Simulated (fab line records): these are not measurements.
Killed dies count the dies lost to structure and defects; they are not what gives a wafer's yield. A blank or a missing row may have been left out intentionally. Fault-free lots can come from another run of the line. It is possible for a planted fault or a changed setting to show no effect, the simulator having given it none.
Code-filled problem report in 8D (eight disciplines) form	flow gf180mcu	the parts of the form that need people (team, actions taken, sign-off) are left out

## 1. WHAT WENT WRONG
GF_STI_ETCH_14, rf-fwd-power-W: mean 497.9 W over 1 wafer from 1 lot; wafers with no fault: 596.3 W, standard deviation 1.7. Relative to the usual mean, that is a shift of -58 standard deviations.
The step: etches Si in HBr/Cl2/O2, target depth 360 nm, time 102.9 s.
First observed at day 3 20:05: wafer L263.3, on rie-si-02. At this step, 36 wafers from 12 lots have a number in the record. Rule for "out" (also "out of limits"): further than 4 standard deviations from the usual mean. The other wafers with a number count as sound.

## 2. WHAT IT IS, AND WHAT IT ISN'T
question	is	is not
which readings at this step	rf-fwd-power-W, oes-product-au, throttle-valve-pct	drypump-motor-current-A
which lots	L263	L255, L257, L258, L259, L260, L270, L272, L274, L276, L277, L278
which wafers of those lots	L263.3	L263.4, L263.5
read on which tools	rie-si-02	rie-si-01
when	from day 3 20:05	up to then (17 sound wafers); but 18 sound wafers of L270, L272, L274, L276, L277, L278 came after

## 3. THE SUSPECTS, EACH WITH WHAT RULES IT OUT
Counting: if a tool at a process step up to the reading ran every lot that is out, it stays a suspect. Sound lots after the first of them don't rule it out here, since some wafers of a struck lot are sound.
- rie-si-02 at GF_STI_ETCH_14 (etches Si in HBr/Cl2/O2, target depth 360 nm, time 102.9 s): kept. L263, the lot that is out, went through it at day 3 20:05; up to then, the latest sound lot through it was L260 at day 3 03:29. Its own oes-product-au, rf-fwd-power-W, throttle-valve-pct readings are out on those wafers.
- At GF_STI_ETCH_14 on rie-si-02, chamber 1 took the sound wafers of the same lots and chamber 0 took the wafers that are out.
After counting, what remains is rie-si-02 at GF_STI_ETCH_14.

## 4. THE CAUSE (what the simulator had put in)
rie-si-02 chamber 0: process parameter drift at GF_STI_ETCH_14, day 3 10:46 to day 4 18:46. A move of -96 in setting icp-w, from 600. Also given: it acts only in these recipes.
After counting, this tool was the only one left.

## 5. SEQUENCE OF EFFECTS, ordered by route
Rows list readings where the struck wafers' mean (over those with a number) sits beyond 3 standard deviations from the usual. Only readings for which the record gives a usual standard deviation are gone through. hours: the time from each lot's start at the first step in this table that gives one to its start at this step, as a median over the lots. sigmas: the change in usual standard deviations.
hours	step	reading	usual	on struck wafers	change	sigmas
0	GF_STI_ETCH_14	oes-product-au	0.997 a.u.	0.945	-0.052	-8.7
0	GF_STI_ETCH_14	rf-fwd-power-W	596.3 W	497.9	-98.4	-58
0	GF_STI_ETCH_14	throttle-valve-pct	25.658 %	25.699	+0.041	+4.5
It contains these process steps:
- GF_STI_ETCH_14: etches Si in HBr/Cl2/O2, target depth 360 nm, time 102.9 s.

## 6. HOW IT WOULD HAVE BEEN CAUGHT EARLIER
In this record the first reading out of limits was taken at day 3 20:05, 9 hours after the fault began at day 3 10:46.
